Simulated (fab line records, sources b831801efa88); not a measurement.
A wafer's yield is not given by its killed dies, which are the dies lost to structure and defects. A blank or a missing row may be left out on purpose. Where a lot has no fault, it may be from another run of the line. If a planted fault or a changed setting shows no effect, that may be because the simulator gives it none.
The tool behind it: which one? + flow gf180mcu + Sampling: 12 lots, 36 wafers, 5 of 602 route steps

WHAT EACH GAUGE READ, for each wafer
GF_M4_OVL_MEAS_15. Usual: M4_OVL typically reads 3 nm, with standard deviation 5.7.
| lot  | measured     | on         | M4_OVL (nm) | flag |
|------|--------------|------------|-------------|------|
| L755 | day 23 23:20 | overlay-02 | 1 2 -9      |      |
| L758 | day 24 20:31 | overlay-01 | -3 1 4      |      |
| L759 | day 25 00:10 | overlay-02 | 2 5 11      |      |
| L761 | day 26 00:01 | overlay-01 | -7 -8 -2    |      |
| L762 | day 26 03:21 | overlay-02 | 3 -1 5      |      |
| L763 | day 26 12:00 | overlay-02 | 2 9 2       |      |
| L764 | day 27 00:31 | overlay-01 | -6 3 -7     |      |
| L765 | day 27 04:22 | overlay-01 | 4 6 1       |      |
| L771 | day 29 14:13 | overlay-02 | 0 3 12      |      |
| L772 | day 29 16:00 | overlay-02 | 1 7 4       |      |
| L774 | day 29 23:52 | overlay-02 | -6 1 7      |      |
| L775 | day 30 05:12 | overlay-02 | -3 2 7      |      |

GF_V4_CD_MEAS_14 targets a cd of 260 nm. Usual: cdNm 259.9 nm, standard deviation 1.2.
| lot  | measured     | on       | cdNm (nm)         | flag |
|------|--------------|----------|-------------------|------|
| L755 | day 24 23:04 | cdSem-01 | 258.5 258.6 260.5 |      |
| L758 | day 25 19:20 | cdSem-01 | 260.5 260.7 260.4 |      |
| L759 | day 25 22:52 | cdSem-02 | 259.3 259.9 259.8 |      |
| L761 | day 26 22:57 | cdSem-02 | 260.6 261.7 261.2 |      |
| L762 | day 27 01:30 | cdSem-02 | 262.2 261.4 261.5 |      |
| L763 | day 27 10:09 | cdSem-01 | 260.9 260.3 260.3 |      |
| L764 | day 27 21:26 | cdSem-01 | 260.9 259.6 260.5 |      |
| L765 | day 28 01:51 | cdSem-01 | 260.0 258.8 259.1 |      |
| L771 | day 30 10:12 | cdSem-02 | 249.0 247.8 248.6 | OFF  |
| L772 | day 30 11:51 | cdSem-02 | 250.2 251.2 251.3 | OFF  |
| L774 | day 30 19:35 | cdSem-01 | 260.0 260.2 260.5 |      |
| L775 | day 30 23:50 | cdSem-01 | 258.6 258.8 258.7 |      |

TOOL THAT RAN EACH LOT (tool first, then ch and the chambers of the sampled wafers, then the start)
| lot  | GF_M4_SPUTTER_03            | GF_M4_STRIP_17                      | GF_V4_EXPOSE_11                  |
|------|-----------------------------|-------------------------------------|----------------------------------|
| L755 | pvdSputter-04, day 23 00:43 | plasmaAsher-02 ch 0,1, day 23 23:29 | krfScanner-02 ch 0, day 24 12:01 |
| L758 | pvdSputter-04, day 23 23:13 | plasmaAsher-01 ch 1, day 24 20:41   | krfScanner-02 ch 0, day 25 08:42 |
| L759 | pvdSputter-02, day 24 02:37 | plasmaAsher-01 ch 0,1, day 25 00:19 | krfScanner-01 ch 0, day 25 12:17 |
| L761 | pvdSputter-01, day 25 02:59 | plasmaAsher-04 ch 0,1, day 26 00:11 | krfScanner-01 ch 0, day 26 12:27 |
| L762 | pvdSputter-04, day 25 05:29 | plasmaAsher-01 ch 1, day 26 03:31   | krfScanner-01 ch 0, day 26 15:00 |
| L763 | pvdSputter-04, day 25 14:31 | plasmaAsher-01 ch 0,1, day 26 12:10 | krfScanner-01 ch 0, day 27 00:13 |
| L764 | pvdSputter-02, day 26 04:25 | plasmaAsher-01 ch 0,1, day 27 00:42 | krfScanner-01 ch 0, day 27 12:07 |
| L765 | pvdSputter-01, day 26 07:16 | plasmaAsher-01 ch 1, day 27 04:40   | krfScanner-02 ch 0, day 27 16:05 |
| L771 | pvdSputter-02, day 28 19:31 | plasmaAsher-02 ch 0,1, day 29 14:23 | krfScanner-01 ch 0, day 30 00:30 |
| L772 | pvdSputter-02, day 28 21:13 | plasmaAsher-02 ch 0,1, day 29 16:10 | krfScanner-01 ch 0, day 30 02:18 |
| L774 | pvdSputter-04, day 29 05:09 | plasmaAsher-02 ch 0,1, day 30 00:03 | krfScanner-02 ch 0, day 30 10:52 |
| L775 | pvdSputter-02, day 29 10:37 | plasmaAsher-01 ch 0,1, day 30 05:22 | krfScanner-02 ch 0, day 30 15:45 |
- GF_M4_SPUTTER_03: material Ti, target thk 10 nm, time 6.7 s.
- GF_M4_STRIP_17: strips in O2/N2.
- GF_V4_EXPOSE_11: exposes mask Via4, target cd 260 nm.

AS READ BY THE TOOLS THEMSELVES (means over the sampled wafers that have a number; for cases with no such wafer, the mark the record gives instead)
GF_M4_SPUTTER_03. Usual: throttleValvePct 30.5 %, standard deviation 1.1.
| lot  | tool          | throttleValvePct (%) | flag |
|------|---------------|----------------------|------|
| L755 | pvdSputter-04 | 31.5                 |      |
| L758 | pvdSputter-04 | 30.9                 |      |
| L759 | pvdSputter-02 | 29.9                 |      |
| L761 | pvdSputter-01 | 30.1                 |      |
| L762 | pvdSputter-04 | 29.7                 |      |
| L763 | pvdSputter-04 | 30.4                 |      |
| L764 | pvdSputter-02 | 30.5                 |      |
| L765 | pvdSputter-01 | 31.0                 |      |
| L771 | pvdSputter-02 | 30.2                 |      |
| L772 | pvdSputter-02 | 29.7                 |      |
| L774 | pvdSputter-04 | 31.3                 |      |
| L775 | pvdSputter-02 | 30.2                 |      |

GF_M4_STRIP_17. Usual: drypumpMotorCurrentA 5.9 A, standard deviation 0.44; heaterPowerW 363 W, standard deviation 63; oesProductAu 0.538 a.u., standard deviation 0.0048; stripTimeToEndpointS 7.41 s, standard deviation 0.043.
| lot  | tool           | drypumpMotorCurrentA (A) | heaterPowerW (W) | oesProductAu (a.u.) | stripTimeToEndpointS (s) | flag |
|------|----------------|--------------------------|------------------|---------------------|--------------------------|------|
| L755 | plasmaAsher-02 | 6.4                      | 339              | 0.540               | 7.37                     |      |
| L758 | plasmaAsher-01 | 5.4                      | 453              | 0.540               | 7.39                     |      |
| L759 | plasmaAsher-01 | 5.6                      | 354              | 0.537               | 7.41                     |      |
| L761 | plasmaAsher-04 | 6.6                      | 320              | 0.535               | 7.41                     |      |
| L762 | plasmaAsher-01 | 5.4                      | 461              | 0.538               | 7.38                     |      |
| L763 | plasmaAsher-01 | 5.6                      | 358              | 0.540               | 7.44                     |      |
| L764 | plasmaAsher-01 | 5.6                      | 358              | 0.541               | 7.44                     |      |
| L765 | plasmaAsher-01 | 5.4                      | 453              | 0.538               | 7.40                     |      |
| L771 | plasmaAsher-02 | 6.5                      | 340              | 0.539               | 7.41                     |      |
| L772 | plasmaAsher-02 | 6.4                      | 345              | 0.536               | 7.32                     |      |
| L774 | plasmaAsher-02 | 6.4                      | 335              | 0.545               | 7.44                     |      |
| L775 | plasmaAsher-01 | 5.6                      | 354              | 0.534               | 7.39                     |      |

GF_V4_EXPOSE_11. Usual: exposureDoseMJCm2 38.01, standard deviation 0.04.
| lot  | tool          | exposureDoseMJCm2 | flag |
|------|---------------|-------------------|------|
| L755 | krfScanner-02 | 37.93             |      |
| L758 | krfScanner-02 | 38.02             |      |
| L759 | krfScanner-01 | 38.02             |      |
| L761 | krfScanner-01 | 37.98             |      |
| L762 | krfScanner-01 | 38.02             |      |
| L763 | krfScanner-01 | 38.04             |      |
| L764 | krfScanner-01 | 38.05             |      |
| L765 | krfScanner-02 | 38.01             |      |
| L771 | krfScanner-01 | 35.67             | OFF  |
| L772 | krfScanner-01 | 35.69             | OFF  |
| L774 | krfScanner-02 | 37.98             |      |
| L775 | krfScanner-02 | 38.06             |      |

THE ANSWER, worked out from the rows above alone
Rule: a lot is off if the mean of its wafers that have a number lies more than 3 standard deviations from the usual mean. Also off: a lot with no number at a reading for which 4 or more lots have one. Where the step has rows for the other lots, those lots are counted as sound. Order of review: gauges by route order, followed by the tools' own readings, for which a lot's mean as printed above is used. At the first step where some lot is off, the reading lying furthest off is the one used; lots without a number count as furthest.
Off, at GF_V4_CD_MEAS_14 on cdNm: L771, L772.
If a tool, at a process step before that reading, ran all the lots that are off and no sound lot after the first of them, it fits. Not tried: the gauges at GF_V4_CD_MEAS_14; whatever is off there is also off at GF_V4_EXPOSE_11, on other tools, and gauge error can't account for it. One candidate fits, namely krfScanner-01 at GF_V4_EXPOSE_11. Its last sound lot is L764 (day 27 12:07), its first lot that is off L771 (day 30 00:30): a fault that began between those two fits.
The tool's own readings at GF_V4_EXPOSE_11 bear it out: on the lots that are off they differ by more than 5 times the standard deviation of the sound lots' means. exposureDoseMJCm2 reads 35.68 there against 38.01 on the sound lots.

WHAT HAD BEEN PUT IN BY THE SIMULATOR
Process parameter drift: krfScanner-01, from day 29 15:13 on, at GF_V4_EXPOSE_11. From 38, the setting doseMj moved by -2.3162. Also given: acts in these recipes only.
Shown lots that were struck: L771, L772. The rule above reached the same finding.
